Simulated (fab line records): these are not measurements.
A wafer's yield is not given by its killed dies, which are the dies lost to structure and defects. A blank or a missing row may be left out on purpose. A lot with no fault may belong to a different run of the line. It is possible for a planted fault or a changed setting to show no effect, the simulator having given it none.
Chamber matching + flow sky130 + 4 sister chambers for SKY_LI_CONTACT_ETCH_15 on rie-diel-01
The step etches PSG in C4F8/O2/Ar, stops on Si, target depth 600 nm. 8 wafers are shown with their chamber, then 7 later ones without.

EACH WAFER AND ITS CHAMBER
| wafer  | chamber | oes-product-au (a.u.) |
|--------|---------|-----------------------|
| L600.4 | 1       | 0.845                 |
| L605.4 | 0       | 0.841                 |
| L605.6 | 2       | 0.835                 |
| L607.1 | 1       | 0.831                 |
| L607.2 | 2       | 0.834                 |
| L607.3 | 3       | 0.831                 |
| L609.1 | 3       | 0.829                 |
| L609.2 | 0       | 0.843                 |

WAFERS WITH NO CHAMBER GIVEN
| wafer  | oes-product-au (a.u.) |
|--------|-----------------------|
| L609.5 | 0.832                 |
| L612.2 | 0.840                 |
| L612.3 | 0.844                 |
| L612.6 | 0.841                 |
| L614.1 | 0.839                 |
| L614.3 | 0.836                 |
| L614.5 | 0.833                 |

THE CHAMBER EACH PASSED THROUGH
| wafer  | from the rows above               | in truth |
|--------|-----------------------------------|----------|
| L609.5 | can't be placed: 3 or 2 or 1 or 0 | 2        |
| L612.2 | can't be placed: 0 or 1 or 2 or 3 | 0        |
| L612.3 | can't be placed: 0 or 1 or 2      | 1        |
| L612.6 | can't be placed: 0 or 1 or 2 or 3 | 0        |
| L614.1 | can't be placed: 1 or 0 or 2 or 3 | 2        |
| L614.3 | can't be placed: 2 or 1 or 0 or 3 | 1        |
| L614.5 | can't be placed: 2 or 3 or 1 or 0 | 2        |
0 of 7 placed correctly. These rows do not allow placing 7 (true chamber among the candidates in 7). Wrongly placed: 0.
How it was worked out, from the rows above alone: a wafer's distance from a chamber is the root of the sum, over the readings, of the square of ((its reading less the chamber's mean) divided by the reading's scatter). If the next closest chamber is less than 2 further off than the closest, the wafer can't be placed; otherwise it belongs to the closest. Each chamber's mean is taken over the wafers shown for it. The scatter is the square root of a quotient: the sum, over the shown wafers, of each reading's squared deviation from its chamber's mean, divided by wafers minus chambers.
